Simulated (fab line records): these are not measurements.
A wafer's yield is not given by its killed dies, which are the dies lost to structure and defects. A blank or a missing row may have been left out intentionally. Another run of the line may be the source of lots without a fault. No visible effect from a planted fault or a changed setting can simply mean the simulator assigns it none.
The same fault as seen by 2 desks || flow gf180mcu || numbers are kept per desk, each desk with only its own; the story behind them comes last

== METROLOGY DESK ==
What the gauges read for every lot (on any tool): the sampled wafers with a number, averaged. A lot is out of limits, marked OUT, if its mean lies more than 4 standard deviations from the usual mean; the brackets give that distance.
Columns: A = V4_CVD_00_THK at GF_V4_THK_MEAS_01, usual 601 nm; B = V4_CVD_02_THK at GF_V4_THK_MEAS_03, usual 850 nm; C = cd_nm at GF_V4_CD_MEAS_14, usual 260.0 nm
{"lot": "L966", "first seen here": "day 23 12:14", "A": 595, "B": 838, "C": 261.9}
{"lot": "L968", "first seen here": "day 24 04:28", "A": 605, "B": 853, "C": 259.6}
{"lot": "L970", "first seen here": "day 25 07:31", "A": 601, "B": 859, "C": 260.8}
{"lot": "L971", "first seen here": "day 25 09:16", "A": 601, "B": 844, "C": 260.7}
{"lot": "L974", "first seen here": "day 26 08:37", "A": 604, "B": 862, "C": 260.1}
{"lot": "L975", "first seen here": "day 26 10:48", "A": 602, "B": 846, "C": 261.9}
{"lot": "L976", "first seen here": "day 27 02:29", "A": 604, "B": 844, "C": 258.1}
{"lot": "L978", "first seen here": "day 27 17:19", "A": 600, "B": 848, "C": 259.2}
{"lot": "L982", "first seen here": "day 29 00:04", "A": "571 (-4.4) OUT", "B": 845, "C": 259.8}
{"lot": "L984", "first seen here": "day 29 09:52", "A": "570 (-4.4) OUT", "B": 847, "C": 260.9}
{"lot": "L986", "first seen here": "day 29 23:39", "A": 602, "B": 858, "C": 259.1}
{"lot": "L988", "first seen here": "day 30 12:03", "A": 608, "B": 845, "C": 256.8}
{"lot": "L989", "first seen here": "day 30 18:50", "A": 602, "B": 848, "C": 259.9}
This desk's finding: out of limits on L982, L984; first on L982, day 29 00:04 (V4_CVD_00_THK at GF_V4_THK_MEAS_01). L966, L968, L970, L971, L974, L975, L976, L978, L986, L988, L989: within limits.

== DESK OF THE TOOL OWNER: hdpcvd-01 ==
The tool's own readings at GF_V4_CVD_00 (deposits SiO2, target thk 600 nm, time 100 s): means of the sampled wafers that have a number, for each lot that ran on this tool. A lot is out of limits, marked OUT, if its mean lies more than 4 standard deviations from the usual mean; the brackets give that distance.
Columns: A = sih4_flow_sccm at GF_V4_CVD_00, usual 60.01 sccm
{"lot": "L968", "first seen here": "day 24 04:21", "A": 59.99}
{"lot": "L976", "first seen here": "day 27 02:25", "A": 59.93}
{"lot": "L978", "first seen here": "day 27 17:14", "A": 59.82}
{"lot": "L982", "first seen here": "day 28 23:58", "A": "57.05 (-17) OUT"}
{"lot": "L984", "first seen here": "day 29 09:46", "A": "57.17 (-17) OUT"}
This desk's verdict: out of limits on L982, L984, starting with L982 at day 28 23:58 (sih4_flow_sccm at GF_V4_CVD_00). L968, L976, L978: within limits.

== TAKEN TOGETHER ==
The tool owner's desk could have raised an alarm at day 28 23:58, on L982, L984.
Metrology desk: alarm possible at day 29 00:04 on L982, L984.
All the named lots went through GF_V4_CVD_00 on hdpcvd-01.

== WHAT THE SIMULATOR HAD INSERTED ==
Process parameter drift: hdpcvd-01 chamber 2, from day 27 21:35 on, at GF_V4_CVD_00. A move of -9 in setting sih4_flow_sccm, from 60. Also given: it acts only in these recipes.
Shown lots that were struck: L982, L984.
Fault start to first reading out of limits, in hours, per desk: tool owner, 26; metrology, 26.
